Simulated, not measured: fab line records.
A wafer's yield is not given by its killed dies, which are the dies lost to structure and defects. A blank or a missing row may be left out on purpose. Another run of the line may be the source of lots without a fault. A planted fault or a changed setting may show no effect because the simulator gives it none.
Chamber matching    flow gf180mcu    4 sister chambers for GF_V2_CMP_04 on cmp-01
The step polishes SiO2. 8 wafers are shown with their chamber, then 7 later ones without.

== EACH WAFER AND ITS CHAMBER ==
wafer   chamber  motor-current-A (A)  time-to-endpoint-s (s)
L192.4  3        10.3                 81
L197.2  2        12.1                 77
L197.6  3        10.5                 81
L198.2  1        12.0                 79
L198.4  2        12.8                 88
L198.6  0        10.5                 89
L199.1  1        12.6                 75
L199.2  0        10.3                 83

== WAFERS WHOSE CHAMBER IS MISSING ==
wafer   motor-current-A (A)  time-to-endpoint-s (s)
L199.6  12.4                 81
L200.2  10.4                 75
L200.5  10.3                 80
L200.6  10.2                 81
L205.1  12.4                 81
L205.4  12.7                 89
L205.6  12.8                 92

== EACH ONE'S CHAMBER ==
wafer   from the rows above      in truth
L199.6  can't be placed: 2 or 1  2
L200.2  can't be placed: 3 or 0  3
L200.5  can't be placed: 3 or 0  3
L200.6  can't be placed: 3 or 0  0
L205.1  can't be placed: 2 or 1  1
L205.4  can't be placed: 2 or 1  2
L205.6  can't be placed: 2 or 1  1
Correct placement for 0 of the 7. Can't be placed from these rows: 7 (the true chamber is among the candidates in 7). 0 placed wrongly.
How it was worked out, from the rows above alone: a wafer's distance from a chamber is the root of the sum, over the readings, of the square of ((its reading less the chamber's mean) divided by the reading's scatter). The wafer belongs to the nearest chamber; if the next one is less than 2 further off, it can't be placed. For every chamber, the mean is computed from those of its wafers that are shown. The scatter: take each reading less its chamber's mean, square it, sum over the shown wafers, divide by the number of wafers less the number of chambers, and take the root.
